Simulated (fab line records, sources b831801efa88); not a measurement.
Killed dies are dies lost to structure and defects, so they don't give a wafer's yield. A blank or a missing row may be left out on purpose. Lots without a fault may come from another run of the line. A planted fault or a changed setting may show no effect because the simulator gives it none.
fab line records | flow sky130
record lots=5 wafers=15 last_day=50
route steps=708 shown LDD_LDN@293 SPACER@304 PAD_OPEN@708
lots that met no fault: from a run of the same line without faults
start_h: hours from the record's first day to the start of the lot's first wafer shown | wait_h: hours since the lot's step before | " the same as in the row above | L1.1+2: a row that stands for several wafers | - no value, or no start given | * or withheld: withheld | < > ~ a bound
route shown NAME@n: a module of which the file shows steps, and the number in the route of the first | usual: mean/standard deviation of fault-free wafers | same: alike in all rows | chamber/n: place in a boat | sites: the reading at each site | _std_site: their standard deviation | _edge_site: outer sites' mean less inner sites' | radius_mm: how far each site lies from the wafer's centre | mask NAME#n: copy n | behind: the tool/chamber that last shaped the wafer | hold: why the lot was held/for how many hours/how that ended | device: the transistor (n, p or np) that didn't switch | end of line: the same wafers' tests at the end of the route | a step without rows: its recipe alone | killed: dies lost to structure and defects at the first sort, not the wafer's yield | map: a wafer's dies, x killed, . not, _ none there
set.NAME: the setting as run; set.NAME@STEP: as run at that earlier step | model.NAME: the simulator's own value behind a step, which no gauge read
lots at some steps of the route; a table a step, a row a wafer
services: from which hour (start_h, from the record's first day; less than 0 if before it) a tool's chamber was out of use, for how many hours, and why
## steps
# step SKY_LDD_LDN_EXPOSE_04
# recipe mask_id=LDNTM na=0.6 source_shape=conventional sigma_outer=0.6 polarization=unpolarized target_cd_nm=700 dose_mj=140
# step SKY_LDD_LDN_PEB_05
# recipe temp_c=withheld time_s=* resist=NOVOLAK
# step SKY_LDD_LDN_DEVELOP_06
# recipe resist=NOVOLAK developer=TMAH develop_time_s=60 dev_temp_c=23
# step SKY_LDD_LDN_OVL_MEAS_07
# usual LDD_LDN_OVL=0.4/1.3
# columns lot.wafer tool chamber start_h wait_h LDD_LDN_OVL[nm]
L630.1 overlay-01 - 566.15 0.1 0.1
L630.4 " - " " 0.4
L630.6 " - " " 0.2
L639.2 overlay-02 - 638.40 0.1 -2.3
L639.4 " - " " -0.6
L639.6 " - " " -0.8
L643.2 overlay-01 - 670.00 0.1 1.6
L643.3 " - " " 0.2
L643.6 " - " " 1.1
L648.2 overlay-01 - 709.95 0.1 0.8
L648.4 " - " " -1.8
L648.6 " - " " 0.5
L650.1 overlay-01 - 713.43 0.1 0.9
L650.5 " - " " 0.7
L650.6 " - " " 1.6
# step SKY_LDD_LDN_IMPLANT_08
# recipe species=As energy_kev=15 dose_cm2=1.25e+13 tilt_deg=withheld rotation_deg=23
# step SKY_LDD_LDN_IMPLANT_09
# recipe species=As energy_kev=15 dose_cm2=1.25e+13 tilt_deg=withheld rotation_deg=113
# step SKY_LDD_LDN_IMPLANT_10
# recipe species=As energy_kev=15 dose_cm2=1.25e+13 tilt_deg=withheld rotation_deg=203
# step SKY_LDD_LDN_IMPLANT_11
# recipe species=As energy_kev=15 dose_cm2=1.25e+13 tilt_deg=withheld rotation_deg=293
# step SKY_LDD_LDN_STRIP_12
# recipe chemistry=O2/N2 power_w=1400 pressure_mtorr=1500 platen_temp_c=withheld o2_flow_sccm=3000 n2_flow_sccm=300 overash_fraction=0.5
# usual drypump_motor_current_A=5.7/0.34 o2_flow_sccm=2998/9 oes_product_au=0.715/0.0043 strip_time_to_endpoint_s=14.17/0.042
# columns lot.wafer tool chamber start_h wait_h drypump_motor_current_A o2_flow_sccm oes_product_au rf_hours_counter_h strip_time_to_endpoint_s
L630.1 plasma_asher-03 1 566.96 0.1 6.0 2987 0.714 78 14.17
L630.4 " 1 " " 6.0 2999 0.710 - 14.19
L630.6 " 1 " " 6.0 2977 0.715 - 14.14
L639.2 plasma_asher-03 1 639.03 0.1 6.0 3009 0.716 86 14.09
L639.4 " 0 " " 5.1 3004 0.721 - 14.13
L639.6 " 1 " " 6.0 3014 0.718 - 14.09
L643.2 plasma_asher-02 1 670.63 0.1 5.8 2990 0.710 24 14.20
L643.3 " 0 " " 5.6 3011 0.718 - 14.18
L643.6 " 1 " " 5.8 2998 0.713 - 14.18
L648.2 plasma_asher-03 1 710.58 0.1 6.0 3002 0.716 93 14.20
L648.4 " 0 " " 5.1 2995 0.719 - 14.20
L648.6 " 0 " " 5.0 2993 0.711 - 14.22
L650.1 plasma_asher-03 0 714.06 0.1 5.0 3001 0.718 93 14.16
L650.5 " 0 " " 5.1 2991 0.723 - 14.21
L650.6 " 1 " " 6.0 3006 0.723 - 14.14
# step SKY_LDD_LDN_TW_MEAS_13
# usual LDD_LDN_TW=1471/20
# columns lot.wafer tool chamber start_h wait_h LDD_LDN_TW
L630.1 film_metro-03 - 567.06 0.1 1501
L630.4 " - " " 1497
L630.6 " - " " 1491
L639.2 film_metro-02 - 639.14 0.1 1451
L639.4 " - " " 1451
L639.6 " - " " 1451
L643.2 film_metro-03 - 670.74 0.1 1495
L643.3 " - " " 1504
L643.6 " - " " 1496
L648.2 film_metro-01 - 710.75 0.1 1460
L648.4 " - " " 1453
L648.6 " - " " 1451
L650.1 film_metro-03 - 714.16 0.1 1497
L650.5 " - " " 1504
L650.6 " - " " 1497
# step SKY_LDD_LDN_CLEAN_14
# recipe chemistry=SC1/SC2 mix=1:4:20 temp_c=70 time_s=150 dry=n2_spin
# step SKY_SPACER_CVD_00
# recipe material=Si3N4 precursor=DCS/NH3 target_thk_nm=43.1 temp_c=770 time_s=740 pressure_mtorr=250
# step SKY_SPACER_THK_MEAS_01
# recipe reads=Si3N4_of_SPACER_CVD_00
# usual SPACER_CVD_00_THK=43.0/0.43
# columns lot.wafer tool chamber start_h wait_h SPACER_CVD_00_THK[nm]
L630.1 film_metro-01 - 569.38 0.0 44.5
L630.4 " - " " 44.5
L630.6 " - " " 44.3
L639.2 film_metro-02 - 640.46 0.0 42.9
L639.4 " - " " 43.0
L639.6 " - " " 42.5
L643.2 film_metro-04 - 673.13 0.0 43.4
L643.3 " - " " 43.5
L643.6 " - " " 43.4
L648.2 film_metro-04 - 712.07 0.0 43.0
L648.4 " - " " 42.9
L648.6 " - " " 42.9
L650.1 film_metro-04 - 716.07 0.0 42.2
L650.5 " - " " 42.4
L650.6 " - " " 42.3
# step SKY_SPACER_ETCHBACK_02
# recipe chemistry=CH3F/O2 target=Si3N4 stop_on=SiO2 source_w=400 bias_w=80 pressure_mtorr=25 ch3f_flow_sccm=40 O2_flow_sccm=30 time_s=46.7 target_depth_a=450
# usual bias_w=79.99/0.26 drypump_motor_current_A=5.6/0.49 oes_product_au=0.854/0.0066 throttle_valve_pct=10.562/0.01
# columns lot.wafer tool chamber start_h wait_h bias_w drypump_motor_current_A oes_product_au rf_hours_counter_h throttle_valve_pct
L630.1 rie_diel-02 1 569.44 0.1 80.20 5.5 0.860 0 10.563
L630.4 " 0 " " 80.16 6.3 0.869 - 10.576
L630.6 " 3 " " 79.81 5.7 0.857 - 10.564
L639.2 rie_diel-03 2 640.51 0.0 80.39 5.7 0.859 10 10.553
L639.4 " 0 " " 80.18 5.7 0.857 6 10.569
L639.6 " 3 " " 80.15 4.7 0.845 - 10.547
L643.2 rie_diel-03 1 673.18 0.0 80.12 5.5 0.863 13 10.554
L643.3 " 0 " " 80.69 5.7 0.858 6 10.543
L643.6 " 3 " " 79.82 4.7 0.856 - 10.579
L648.2 rie_diel-02 2 712.12 0.0 80.20 5.2 0.848 3 10.550
L648.4 " 1 " " 80.08 5.6 0.848 4 10.565
L648.6 " 2 " " 79.89 5.3 0.856 - 10.577
L650.1 rie_diel-01 2 716.13 0.1 79.80 6.4 0.845 5 10.550
L650.5 " 2 " " 79.63 6.4 0.838 - 10.568
L650.6 " 3 " " 79.98 5.1 0.842 - 10.563
# step SKY_PAD_OPEN_PROBE_99
# usual killed_at_M0_to_M3=43/7.5 killed_at_M4_up=3.2/1.9 killed_at_contacts=24/4.9 killed_at_front_end=15/4.3 killed_at_other=0.4/0.72 killed_dies=86/9.1 killed_open=47/6.5 killed_short=39/6.5
# same gross_dies=492 killed_at_back_side=0
# columns lot.wafer tool chamber start_h wait_h killed_at_M0_to_M3 killed_at_M4_up killed_at_contacts killed_at_front_end killed_at_other killed_dies killed_open killed_short
L630.1 prober-01 - 1113.11 0.1 47 6 18 20 1 92 49 41
L630.4 prober-01 - 1113.26 0.2 48 2 25 17 3 95 48 47
L630.6 prober-01 - 1113.36 0.2 55 4 22 15 0 96 45 51
L639.2 prober-02 - 1156.21 0.1 47 5 21 20 0 93 44 49
L639.4 prober-02 - 1156.31 0.2 45 3 28 12 0 88 41 47
L639.6 prober-02 - 1156.41 0.2 45 1 24 10 0 80 52 27
L643.2 prober-02 - 1176.35 0.1 55 5 16 11 0 87 51 36
L643.3 prober-02 - 1176.40 0.2 33 5 27 20 0 85 49 36
L643.6 prober-02 - 1176.55 0.2 42 4 25 15 1 87 57 30
L648.2 prober-01 - 1200.85 0.1 51 1 17 15 1 85 48 37
L648.4 prober-01 - 1200.95 0.2 28 4 30 15 0 77 42 34
L648.6 prober-01 - 1201.05 0.2 38 1 22 20 1 82 43 39
L650.1 prober-01 - 1207.90 0.1 59 2 17 8 0 86 49 37
L650.5 prober-01 - 1208.10 0.2 46 5 22 9 0 82 43 39
L650.6 prober-01 - 1208.15 0.2 45 4 30 16 0 95 54 40
# killed by level:class
L630.1 CONTACT:geometric_particle:open=10 VIA1:geometric_particle:open=8 VIA3:geometric_particle:open=7 FIELD_ISO:geometric_particle:open=6 VIA2:geometric_particle:open=6 VIA3:geometric_particle:short=5 METAL3:geometric_particle:short=5 FIELD_ISO:geometric_particle:short=4
L630.4 VIA1:geometric_particle:open=10 VIA2:geometric_particle:open=9 CONTACT:geometric_particle:open=8 METAL1:geometric_particle:short=8 FIELD_ISO:geometric_particle:short=6 LI_CONTACT:geometric_particle:open=6 FIELD_ISO:geometric_particle:open=5 VIA3:geometric_particle:open=5
L630.6 CONTACT:geometric_particle:open=11 VIA1:geometric_particle:open=9 FIELD_ISO:geometric_particle:short=8 VIA2:geometric_particle:open=8 VIA3:geometric_particle:open=8 METAL1:geometric_particle:short=7 METAL2:geometric_particle:short=6 VIA1:geometric_particle:short=6
L639.2 VIA3:geometric_particle:open=13 FIELD_ISO:geometric_particle:open=7 FIELD_ISO:geometric_particle:short=6 CONTACT:geometric_particle:open=6 VIA1:geometric_particle:open=6 METAL4:geometric_particle:short=5 METAL1:geometric_particle:short=5 VIA1:geometric_particle:short=5
L639.4 METAL1:geometric_particle:short=10 VIA3:geometric_particle:open=9 CONTACT:geometric_particle:short=7 LI_CONTACT:geometric_particle:open=6 VIA1:geometric_particle:open=6 VIA2:geometric_particle:open=6 FIELD_ISO:geometric_particle:short=5 LOCAL_INTERCONNECT:geometric_particle:short=5
L639.6 VIA1:geometric_particle:open=11 CONTACT:geometric_particle:open=10 VIA3:geometric_particle:open=9 CONTACT:geometric_particle:short=6 VIA2:geometric_particle:open=6 FIELD_ISO:geometric_particle:open=5 LI_CONTACT:geometric_particle:open=5 METAL1:geometric_particle:short=4
L643.2 VIA1:geometric_particle:open=14 METAL2:geometric_particle:short=9 VIA2:geometric_particle:open=7 CONTACT:geometric_particle:open=6 LI_CONTACT:geometric_particle:open=6 VIA1:geometric_particle:short=6 POLY_GATE:geometric_particle:short=4 VIA3:geometric_particle:open=4
L643.3 VIA1:geometric_particle:open=10 CONTACT:geometric_particle:open=10 LI_CONTACT:geometric_particle:open=7 FIELD_ISO:geometric_particle:open=6 FIELD_ISO:geometric_particle:short=6 METAL4:geometric_particle:short=5 POLY_GATE:geometric_particle:short=4 METAL3:geometric_particle:short=4
L643.6 VIA1:geometric_particle:open=12 LI_CONTACT:geometric_particle:open=9 VIA2:geometric_particle:open=9 CONTACT:geometric_particle:open=8 VIA3:geometric_particle:open=7 POLY_GATE:geometric_particle:open=5 METAL1:geometric_particle:short=4 LI_CONTACT:geometric_particle:short=4
L648.2 VIA1:geometric_particle:open=16 LI_CONTACT:geometric_particle:open=8 POLY_GATE:geometric_particle:short=6 METAL2:geometric_particle:short=5 FIELD_ISO:geometric_particle:open=4 CONTACT:geometric_particle:open=4 VIA1:geometric_particle:short=4 METAL1:geometric_particle:short=4
L648.4 LI_CONTACT:geometric_particle:open=10 CONTACT:geometric_particle:open=8 VIA2:geometric_particle:open=6 FIELD_ISO:geometric_particle:short=5 CONTACT:geometric_particle:short=5 METAL1:geometric_particle:short=5 FIELD_ISO:geometric_particle:open=4 LOCAL_INTERCONNECT:geometric_particle:open=4
L648.6 CONTACT:geometric_particle:open=9 VIA1:geometric_particle:open=7 LI_CONTACT:geometric_particle:open=6 POLY_GATE:geometric_particle:short=5 METAL1:geometric_particle:short=5 VIA2:geometric_particle:short=5 FIELD_ISO:geometric_particle:short=4 FIELD_ISO:geometric_particle:open=4
L650.1 VIA1:geometric_particle:open=14 VIA2:geometric_particle:open=11 LOCAL_INTERCONNECT:geometric_particle:short=7 METAL1:geometric_particle:short=7 METAL2:geometric_particle:short=7 METAL3:geometric_particle:short=6 VIA3:geometric_particle:open=6 LI_CONTACT:geometric_particle:open=5
L650.5 METAL2:geometric_particle:short=11 VIA1:geometric_particle:open=9 CONTACT:geometric_particle:open=8 VIA3:geometric_particle:open=7 LI_CONTACT:geometric_particle:open=5 FIELD_ISO:geometric_particle:open=4 CONTACT:geometric_particle:short=4 METAL1:geometric_particle:short=4
L650.6 CONTACT:geometric_particle:open=14 VIA1:geometric_particle:open=9 LI_CONTACT:geometric_particle:open=7 VIA2:geometric_particle:open=7 FIELD_ISO:geometric_particle:short=6 FIELD_ISO:geometric_particle:open=5 CONTACT:geometric_particle:short=5 METAL1:geometric_particle:short=5
## services
# columns tool chamber start_h hours kind
rie_diel-02 1 545.18 - clean
rie_diel-02 1 545.18 18.2 scheduled_down
rie_diel-02 1 545.18 18.2 vent_cycle
rie_diel-02 2 565.77 - clean
rie_diel-02 2 565.77 19.0 scheduled_down
rie_diel-02 2 565.77 19.0 vent_cycle
rie_diel-01 1 578.45 32.9 repair
rie_diel-03 0 583.52 9.7 repair
rie_diel-02 1 598.01 4.8 repair
rie_diel-02 3 605.74 - clean
rie_diel-02 3 605.74 14.4 scheduled_down
rie_diel-02 3 605.74 14.4 vent_cycle
rie_diel-02 2 631.07 7.3 repair
rie_diel-01 2 633.01 7.3 repair
rie_diel-01 3 654.68 - clean
rie_diel-01 3 654.68 33.6 scheduled_down
rie_diel-01 3 654.68 33.6 vent_cycle
rie_diel-03 - 663.12 0.9 repair
rie_diel-01 1 682.95 7.0 repair
rie_diel-02 - 684.26 0.7 repair
rie_diel-01 0 691.87 13.1 repair
rie_diel-03 1 701.98 4.4 repair
## key
first_sign step=SKY_SPACER_THK_MEAS_01 reading=SPACER_CVD_00_THK direction=up sigmas=3.3 usual=43.0 struck=44.5
effect none on later readings
met_at SKY_SPACER_THK_MEAS_01
struck_wafers L630.1,L630.4,L630.6
tester_left_out L630
fault kind=metrology_matching_offset tool=film_metro-01 chamber=- onset_h=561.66 steps=SKY_SPACER_THK_MEAS_01 param=thk_nm offset=0.97523
# tester_left_out: of these lots the tester's yield and bins aren't shown, on N5 and GAA mostly nor the transistor test; their killed dies are dies lost to structure and defects alone, not to doping, threshold or leakage, so they don't give the yield
